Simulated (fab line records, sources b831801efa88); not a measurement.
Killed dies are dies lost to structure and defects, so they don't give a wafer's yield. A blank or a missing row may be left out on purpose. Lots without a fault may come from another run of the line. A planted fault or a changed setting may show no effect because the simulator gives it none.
Which tool did it? | flow sky130 | 15 lots, 45 wafers sampled, at 2 steps of a route of 708

WHAT THE GAUGES READ, wafer by wafer
The record holds no reading of a measuring or inspecting step that can be judged against a usual standard deviation.

WHICH TOOL RAN EACH LOT (tool, then ch and the chambers of the sampled wafers, then the start)
lot  | SKY_POLY_GATE_ETCH_17            | SKY_POLY_GATE_STRIP_18
L585 | rie_si-01 ch 1,3, day 16 15:49   | plasma_asher-04 ch 0,1, day 16 15:52
L586 | rie_si-02 ch 0,1,2, day 17 03:05 | plasma_asher-03 ch 0,1, day 17 03:08
L588 | rie_si-02 ch 1,2,3, day 17 22:08 | plasma_asher-02 ch 0,1, day 17 22:13
L589 | rie_si-01 ch 0,2,3, day 18 08:29 | plasma_asher-03 ch 0,1, day 18 08:32
L590 | rie_si-02 ch 1,2,3, day 18 22:01 | plasma_asher-04 ch 0,1, day 18 22:04
L592 | rie_si-02 ch 0,1, day 19 15:34   | plasma_asher-02 ch 0, day 19 15:37
L594 | rie_si-02 ch 0,2,3, day 20 01:35 | plasma_asher-02 ch 0,1, day 20 01:38
L595 | rie_si-01 ch 2,3, day 20 12:56   | plasma_asher-04 ch 0, day 20 12:59
L596 | rie_si-02 ch 1,2,3, day 21 00:25 | plasma_asher-02 ch 0,1, day 21 00:28
L597 | rie_si-01 ch 1,2,3, day 21 14:01 | plasma_asher-02 ch 0,1, day 21 14:04
L603 | rie_si-01 ch 0,1,2, day 23 11:34 | plasma_asher-02 ch 0,1, day 23 11:37
L604 | rie_si-02 ch 0,1,3, day 23 22:25 | plasma_asher-02 ch 0,1, day 23 22:28
L605 | rie_si-01 ch 1,2,3, day 24 07:19 | plasma_asher-04 ch 0,1, day 24 07:24
L606 | rie_si-02 ch 1,2, day 24 09:43   | plasma_asher-03 ch 0,1, day 24 09:48
L607 | rie_si-01 ch 1,2,3, day 24 19:37 | plasma_asher-03 ch 0,1, day 24 19:40
- SKY_POLY_GATE_ETCH_17: etches poly-Si in HBr/Cl2, stops on SiO2, target depth 180 nm, time 70.5 s.
- SKY_POLY_GATE_STRIP_18: strips in O2/N2.

WHAT THE TOOLS THEMSELVES READ (means of the sampled wafers that have a number; where no wafer has one, the mark that the record gives instead)
SKY_POLY_GATE_ETCH_17.
lot  | tool      | HBr_flow_sccm (sccm) | bias_w (W) | drypump_motor_current_A (A) | mfc_cl2_sccm (sccm) | oes_product_au (a.u.) | rf_fwd_power_W (W) | throttle_valve_pct (%)
L585 | rie_si-01 | 149.8                | 100.08     | 5.8                         | 49.91               | 0.987                 | 396.0              | 33.688
L586 | rie_si-02 | 150.0                | 99.85      | 6.1                         | 49.99               | 0.985                 | 397.1              | 33.676
L588 | rie_si-02 | 149.9                | 99.79      | 6.1                         | 49.84               | 0.980                 | 398.3              | 33.676
L589 | rie_si-01 | 150.3                | 99.84      | 5.6                         | 49.97               | 0.979                 | 398.2              | 33.692
L590 | rie_si-02 | 150.1                | 99.57      | 6.1                         | 50.04               | 0.979                 | 398.2              | 33.679
L592 | rie_si-02 | 149.9                | 99.94      | 6.1                         | 50.10               | 0.972                 | 396.0              | 33.683
L594 | rie_si-02 | -                    | -          | -                           | -                   | -                     | -                  | -
L595 | rie_si-01 | -                    | -          | -                           | -                   | -                     | -                  | -
L596 | rie_si-02 | -                    | -          | -                           | -                   | -                     | -                  | -
L597 | rie_si-01 | 149.9                | 100.27     | 6.0                         | 49.95               | 0.993                 | 395.6              | 33.693
L603 | rie_si-01 | 150.1                | 100.17     | 6.0                         | 50.12               | 0.980                 | 397.4              | 33.680
L604 | rie_si-02 | 150.2                | 100.11     | 5.7                         | 50.00               | 0.983                 | 398.6              | 33.678
L605 | rie_si-01 | 149.7                | 100.19     | 6.0                         | 49.92               | 0.986                 | 396.9              | 33.693
L606 | rie_si-02 | 149.8                | 100.14     | 6.5                         | 50.01               | 0.976                 | 397.0              | 33.683
L607 | rie_si-01 | 149.6                | 99.79      | 6.0                         | 49.90               | 0.986                 | 396.0              | 33.680

SKY_POLY_GATE_STRIP_18.
lot  | tool            | drypump_motor_current_A (A) | oes_product_au (a.u.) | strip_time_to_endpoint_s (s)
L585 | plasma_asher-04 | 6.2                         | 0.360                 | 3.18
L586 | plasma_asher-03 | 5.8                         | 0.364                 | 3.19
L588 | plasma_asher-02 | 6.0                         | 0.361                 | 3.23
L589 | plasma_asher-03 | 5.8                         | 0.359                 | 3.15
L590 | plasma_asher-04 | 6.2                         | 0.360                 | 3.16
L592 | plasma_asher-02 | 6.4                         | 0.362                 | 3.19
L594 | plasma_asher-02 | 6.0                         | 0.402                 | 4.23
L595 | plasma_asher-04 | 6.2                         | 0.402                 | 4.21
L596 | plasma_asher-02 | 6.0                         | 0.400                 | 4.20
L597 | plasma_asher-02 | 5.5                         | 0.360                 | 3.19
L603 | plasma_asher-02 | 5.9                         | 0.361                 | 3.16
L604 | plasma_asher-02 | 5.5                         | 0.360                 | 3.19
L605 | plasma_asher-04 | 6.2                         | 0.366                 | 3.22
L606 | plasma_asher-03 | 5.8                         | 0.362                 | 3.21
L607 | plasma_asher-03 | 5.8                         | 0.360                 | 3.19

THE ANSWER, worked out from the rows above alone
Rule: what is usual is taken from the lots themselves. Put in order of their means at a reading, lots are off if they are a third of the lots or fewer, leave a main group of 4 or more, and stand apart from it by a gap of 3 or more times the standard deviation of the main group's means; of several such gaps the widest counts. A main group whose means are all the same, to the digits that the tables above print for the reading, isn't used. A lot without any number at a reading at which 4 lots or more have one is off too. The other lots that the step has rows for count as sound. The gauges are gone through in route order, then the tools' own readings, and for those a lot's mean is taken as printed above. The first step at which some lot is off is used, and at that step the reading that is off furthest; a lot without a number counts as furthest.
Off: L594, L595, L596, at SKY_POLY_GATE_ETCH_17 (HBr_flow_sccm). Without a number there: L594, L595, L596. The main group: mean 149.9 sccm, standard deviation 0.2.
A tool fits if, at that step or a process step before it, it ran every lot that is off, and no sound lot after the first of them. None of those tried fits.

WHAT THE SIMULATOR HAD PUT IN
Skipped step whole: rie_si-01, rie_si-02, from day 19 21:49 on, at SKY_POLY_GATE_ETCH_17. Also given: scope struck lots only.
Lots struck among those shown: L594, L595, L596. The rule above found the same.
